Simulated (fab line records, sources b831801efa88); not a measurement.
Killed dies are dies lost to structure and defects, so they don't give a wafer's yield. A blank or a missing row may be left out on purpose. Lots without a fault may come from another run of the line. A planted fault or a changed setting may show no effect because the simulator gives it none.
A struck lot beside a sound one | flow sky130 | 15 steps out of a route of 708
Sound: wafers L166.2, L166.4, L166.6. Struck: wafers L179.3, L179.5, L179.6. The cause comes at the end.
At each step with rows: each side's tool, then ch and its chambers, then its first start. Under that, the readings that differ: sound wafers | struck wafers | difference of the means | sigmas: that difference in standard deviations of wafers without a fault.
alike: readings whose means differ by less than 2 such deviations, and words and numbers that are the same on both sides. not compared: withheld readings, readings that some wafer has no value for, bounds like >300 that may hide the same value, and numbers for which the record gives no deviation and whose values overlap.
The two part at a step that has a row with sigmas, a row that says differs or no value, or rows on one side only. Numbers that don't overlap but have no deviation are shown without sigmas and don't part them. A reading that every wafer of one side lacks parts them only if that side has two wafers or more.

first, 4 steps without rows for these wafers: SKY_VIA1_SOFTBAKE_08 (time 90 s); SKY_VIA1_EXPOSE_09 (exposes mask VIM, target cd 150 nm); SKY_VIA1_PEB_10; SKY_VIA1_DEVELOP_11 (develop time 60 s).
SKY_VIA1_CD_MEAS_12: target cd 150 nm.
  sound on cd_sem-01, day 34 07:55; struck on cd_sem-02, day 39 01:06
  alike: cd_nm
SKY_VIA1_OVL_MEAS_13:
  sound on overlay-02, day 34 08:01; struck on overlay-02, day 39 01:11
  reading       | sound     | struck | difference | sigmas
  VIA1_OVL (nm) | -4 -2 -13 | 3 1 11 | +11        | +2
SKY_VIA1_ETCH_14: etches BARC in N2/H2, stops on SiO2, time 45.9 s, target depth 60 nm.
  sound on rie_diel-01 ch 1,2, day 34 08:02; struck on rie_diel-04 ch 1,2, day 39 01:13
  alike: bias_w, drypump_motor_current_A, oes_product_au, throttle_valve_pct
  not compared: rf_hours_counter_h
SKY_VIA1_ETCH_15: etches SiO2 in C4F8/O2/Ar, stops on TiN, target depth 351 nm, time 54 s.
  sound on rie_diel-01 ch 1,2, day 34 08:05; struck on rie_diel-04 ch 1,2, day 39 01:16
  reading               | sound             | struck            | difference | sigmas
  oes_product_au (a.u.) | 0.993 0.982 0.992 | 0.971 0.988 0.966 | -0.014     | -2
  alike: bias_w
  not compared: rf_hours_counter_h
SKY_VIA1_STRIP_16: strips in O2/N2.
  sound on plasma_asher-04 ch 0,1, day 34 08:08; struck on plasma_asher-01 ch 0,1, day 39 01:20
  alike: drypump_motor_current_A, oes_product_au, strip_time_to_endpoint_s
  not compared: rf_hours_counter_h
then, 3 steps without rows for these wafers: SKY_VIA1_STRIP_17 (strips in post etch residue remover, time 1200 s); SKY_VIA1_CLEAN_18 (cleans in IPA, time 180 s); SKY_VIA1_CLEAN_19 (cleans in O3/DIW).
SKY_VIA1_SPUTTER_20: material TiN, target thk 20 nm, time 80 s.
  sound on pvd_sputter-02, day 34 08:45; struck on pvd_sputter-03, day 39 02:23
  no value came back on the struck wafers for cathode_dc_power_W (W), chamber_pressure_pa (Pa), throttle_valve_pct (%); on the sound wafers cathode_dc_power_W (W) reads 4001.1 3999.9 4000.6
SKY_VIA1_CVD_21: deposits W, target thk 270 nm, time 80.902 s.
  sound on cvd_w-02 ch 0,1, day 34 08:49; struck on cvd_w-01 ch 0,1, day 39 02:29
  reading            | sound         | struck      | difference | sigmas
  heater_power_w (W) | 1026 995 1023 | 901 861 957 | -108       | -2
  not compared: since_wet_clean_h
-- the record jumps here: 11 days lie between the struck wafers' starts before and after (it left off in module VIA1 and takes up again in module PAD_OPEN, whose first step shown is number 708 of the route) --
SKY_PAD_OPEN_PROBE_99:
  sound on prober-02, day 46 08:40; struck on prober-01, day 49 16:56
  reading                  | sound          | struck         | difference | sigmas
  defect_limited_yield (%) | 83.9 78.9 86.4 | 0 0 0          | -83        | -46
  killed_at_M0_to_M3       | 35 44 34       | 451 434 432    | +401       | +69
  killed_dies              | 79 104 67      | 492 492 492    | +409       | +46
  killed_on_rim            | 16 14 19       | 96 96 96       | +80        | +22
  sort_bin_5_function (%)  | 10.0 13.6 6.7  | 92.5 91.3 89.0 | +80.8      | +58
  sort_n_pass              | 413 388 425    | 0 0 0          | -409       | -46
  sort_yield_pct (%)       | 83.9 78.9 86.4 | 0 0 0          | -83        | -46
  alike: killed_at_M4_up, killed_at_contacts, killed_at_front_end, killed_at_other, killed_open, killed_short, sort_bin_3_pad_short, sort_bin_6_memory

WHERE THEY PART
First at SKY_VIA1_OVL_MEAS_13; last, within this record, at SKY_PAD_OPEN_PROBE_99.

WHY: what the simulator had put in
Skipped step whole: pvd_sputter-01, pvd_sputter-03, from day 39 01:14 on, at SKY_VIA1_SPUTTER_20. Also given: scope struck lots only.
